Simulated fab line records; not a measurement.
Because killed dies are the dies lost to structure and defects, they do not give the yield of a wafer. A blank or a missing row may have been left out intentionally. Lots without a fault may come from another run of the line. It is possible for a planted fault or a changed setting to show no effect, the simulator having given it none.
Which tool was responsible?	flow gf180mcu	Sampling: 12 lots, 36 wafers, 3 of 602 route steps

## WHAT EACH GAUGE READ, for each wafer
GF_STI_THK_MEAS_24. Usual: for STI_CVD_23_THK the level is 646 nm and the standard deviation is 6.2.
lot	measured	on	STI_CVD_23_THK (nm)	flag
L674	day 2 03:22	film metro-04	644 650 641	
L676	day 2 15:52	film metro-04	640 655 640	
L677	day 2 19:34	film metro-01	651 642 639	
L679	day 3 07:42	film metro-01	657 646 652	
L681	day 3 16:56	film metro-04	644 636 645	
L684	day 4 06:28	film metro-03	634 643 635	
L686	day 4 17:13	film metro-01	644 644 643	
L690	day 5 13:29	film metro-01	653 647 644	
L691	day 5 20:00	film metro-04	654 647 643	
L692	day 6 01:04	film metro-03	650 642 646	
L694	day 6 10:32	film metro-03	640 656 648	
L697	day 7 01:57	film metro-04	660 658 656	

GF_VT_IMPLANT_OVL_MEAS_07. Usual: for VT_IMPLANT_OVL the level is -0.7 nm and the standard deviation is 1.8.
lot	measured	on	VT_IMPLANT_OVL (nm)	flag
L674	day 5 14:24	overlay-01	-2.2 -0.9 -1.8	
L676	day 6 05:40	overlay-02	2.3 0.8 3.4	
L677	day 6 10:03	overlay-02	-1.6 -0.8 -2.9	
L679	day 7 01:08	overlay-01	1.4 0.8 0.8	
L681	day 7 09:41	overlay-02	-0.4 0.2 1.9	
L684	day 8 04:05	overlay-01	0.3 0.3 0.3	
L686	day 8 15:09	overlay-01	-1.1 -0.4 -1.2	
L690	day 9 14:01	overlay-02	-2.1 -2.0 -0.3	
L691	day 10 00:07	overlay-01	-2.1 -0.5 -1.5	
L692	day 10 01:19	overlay-01	-0.1 1.1 -1.9	
L694	day 10 15:10	overlay-01	-3.2 -4.2 -3.4	
L697	day 11 09:25	overlay-02	-0.3 -0.3 0.4	

## TOOL THAT RAN EACH LOT (tool first, then ch and the chambers of the sampled wafers, then the start)
lot	GF_STI_STRIP_15
L674	plasma asher-01 ch 0,1, day 2 01:37
L676	plasma asher-02 ch 0,1, day 2 12:02
L677	plasma asher-02 ch 0,1, day 2 17:10
L679	plasma asher-04 ch 0,1, day 3 05:57
L681	plasma asher-04 ch 0,1, day 3 15:10
L684	plasma asher-04 ch 0,1, day 4 04:34
L686	plasma asher-01 ch 0,1, day 4 15:27
L690	plasma asher-04 ch 0,1, day 5 11:43
L691	plasma asher-01 ch 1, day 5 16:59
L692	plasma asher-04 ch 0,1, day 5 22:31
L694	plasma asher-02 ch 0,1, day 6 08:04
L697	plasma asher-02 ch 0,1, day 7 00:14
- GF_STI_STRIP_15: strips in O2/N2.

## WHAT THE TOOLS THEMSELVES READ (means of the sampled wafers that have a number; where no wafer has one, the mark that the record gives instead)
GF_STI_STRIP_15. Usual: drypump motor current A 5.6 A, standard deviation 0.56; heater power w 336 W, standard deviation 32; oes product au 0.384 a.u., standard deviation 0.0047; strip time to endpoint s 3.74 s, standard deviation 0.051.
lot	tool	drypump motor current A (A)	heater power w (W)	oes product au (a.u.)	strip time to endpoint s (s)	flag
L674	plasma asher-01	5.5	319	0.384	3.71	
L676	plasma asher-02	5.9	334	0.381	3.73	
L677	plasma asher-02	5.5	315	0.383	3.71	
L679	plasma asher-04	5.7	381	0.383	3.72	
L681	plasma asher-04	5.9	362	0.382	3.71	
L684	plasma asher-04	5.9	362	0.387	3.80	
L686	plasma asher-01	5.5	315	0.387	3.69	
L690	plasma asher-04	5.9	358	0.390	3.78	
L691	plasma asher-01	4.8	349	0.382	3.76	
L692	plasma asher-04	5.7	395	0.392	3.82	
L694	plasma asher-02	5.9	329	0.383	3.75	
L697	plasma asher-02	5.5	318	0.381	3.68	

## THE ANSWER, worked out from the rows above alone
Rule: a lot counts as off when the mean over its wafers that have a number is more than 3 standard deviations away from the usual mean. A lot without any number at a reading at which 4 lots or more have one is off too. Any other lot the step has rows for is counted as sound. The gauges are gone through in route order, then the tools' own readings, and for those a lot's mean is taken as printed above. The first step at which some lot is off is used, and at that step the reading that is off furthest; a lot without a number counts as furthest.
No lot is off at any reading shown: from this, nothing can be told.

## WHAT THE SIMULATOR PUT IN
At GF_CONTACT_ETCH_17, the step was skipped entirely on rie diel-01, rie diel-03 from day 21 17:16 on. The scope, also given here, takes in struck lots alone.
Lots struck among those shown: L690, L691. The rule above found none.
